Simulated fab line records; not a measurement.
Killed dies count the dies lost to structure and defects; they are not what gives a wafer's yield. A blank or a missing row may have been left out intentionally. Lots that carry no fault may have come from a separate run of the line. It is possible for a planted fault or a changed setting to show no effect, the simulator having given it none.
Struck lot and sound lot, side by side ; flow gf180mcu ; 15 steps out of a route of 602
Sound: these wafers, L367.2, L367.3, L367.5. Struck: wafers L373.1, L373.5, L373.6. The cause is given at the end.
At each step with rows: each side's tool, then ch and its chambers, then its first start. Under that, the readings that differ: sound wafers ; struck wafers ; difference of the means ; sigmas: that difference in standard deviations of wafers without a fault.
alike: same words and numbers on both sides, and readings whose means sit less than 2 such deviations apart. not compared: any withheld reading, any reading some wafer has no value for, any bound like >300 that may hide the same value, and any number with overlapping values for which the record gives no deviation.
The two part at a step that has a row with sigmas, a row that says differs or no value, or rows on one side only. When numbers do not overlap yet have no deviation, they are printed without sigmas and do not part them. A reading missing from all wafers of one side parts the sides only when that side holds two or more wafers.

first, 4 steps without rows for these wafers: GF_V4_SOFTBAKE_10 (time 62.05 s); GF_V4_EXPOSE_11 (exposes mask Via4, target cd 260 nm); GF_V4_PEB_12 (peb time 90 s); GF_V4_DEVELOP_13 (develop time 60 s).
GF_V4_CD_MEAS_14: target cd 260 nm.
  sound: cdSem-01 at day 28 01:14; struck: cdSem-01 at day 29 14:45
reading;sound;struck;difference;sigmas
cdNm (nm);258.1 259.7 258.9;260.9 261.4 260.8;+2.1;+2
GF_V4_OVL_MEAS_15:
  sound: overlay-01 at day 28 01:20; struck: overlay-01 at day 29 14:52
  alike: V4_OVL
GF_V4_ETCH_16: etches BARC in N2/H2.
  sound on rieDiel-02 ch 1,2, day 28 01:22; struck on rieDiel-03 ch 1,2, day 29 14:55
reading;sound;struck;difference;sigmas
oesProductAu (a.u.);0.851 0.855 0.849;0.865 0.868 0.857;+0.012;+2
  alike: drypumpMotorCurrentA, h2FlowSccm, rfFwdPowerW, throttleValvePct
GF_V4_ETCH_17: etches SiO2 in C4F8/O2/Ar, stops on TiN, target depth 630 nm.
  sound: rieDiel-02 ch 1,2; struck: rieDiel-03 ch 1,2
  alike: oesProductAu, rfFwdPowerW
GF_V4_STRIP_18: strips in O2/N2.
  sound on plasmaAsher-04 ch 0,1, day 28 01:29; struck on plasmaAsher-02 ch 0,1, day 29 15:02
  alike: drypumpMotorCurrentA, heaterPowerW, oesProductAu
  not compared: rfHoursCounterH
then, 2 steps without rows for these wafers: GF_V4_STRIP_19 (strips in post etch residue remover, time 1200 s); GF_V4_CLEAN_20 (cleans in DIW).
GF_V4_SPUTTER_21: material Ti, target thk 15 nm, time 80.02 s.
  sound: pvdSputter-01 at day 28 02:08; struck: pvdSputter-03 at day 29 15:38
  alike: throttleValvePct
GF_V4_SPUTTER_22: material TiN, target thk 10 nm, time 40 s.
  sound: pvdSputter-01 at day 28 02:12; struck: pvdSputter-03 at day 29 15:42
reading;sound;struck;difference;sigmas
model.TiN_of_V4_SPUTTER_22.thkNm (nm);10.25 10.05 10.09;3.633 3.618 3.662;-6.492;
  alike: throttleValvePct
GF_V4_CVD_23: deposits W, target thk 350 nm, time 104.9 s.
  sound on cvdW-02 ch 0, day 28 02:14; struck on cvdW-01 ch 0,1, day 29 15:44
  alike: heaterPowerW
-- the record jumps here: 4 days lie between the struck wafers' starts before and after (it left off in module V4 and takes up again in module PASSIVATION, whose first step shown is number 602 of the route) --
GF_PASSIVATION_PROBE_99:
  sound: prober-02 at day 32 06:08; struck: prober-01 at day 33 14:43
reading;sound;struck;difference;sigmas
model.etest.via4Chain.rcOhm;6.334 6.285 6.348;13.67 14.43 13.72;+7.62;
  alike: model.etest.ldpmos_10p0.underFloor, model.etest.ldnmos_10p0.open, model.etest.nplusU.open, model.etest.isoDnwellDnwell.underFloor, model.etest.nmos_3p3_min.open, model.etest.nmos_6p0_turned.open, model.etest.isoNwellNwell.underFloor

WHERE THEY PART
At GF_V4_CD_MEAS_14 first; at GF_V4_ETCH_16 last (within this record only). Later steps at which nothing parts them and some readings are alike: GF_V4_ETCH_17, GF_V4_STRIP_18, GF_V4_SPUTTER_21, GF_V4_SPUTTER_22, GF_V4_CVD_23, GF_PASSIVATION_PROBE_99.

WHY: what had been put in by the simulator
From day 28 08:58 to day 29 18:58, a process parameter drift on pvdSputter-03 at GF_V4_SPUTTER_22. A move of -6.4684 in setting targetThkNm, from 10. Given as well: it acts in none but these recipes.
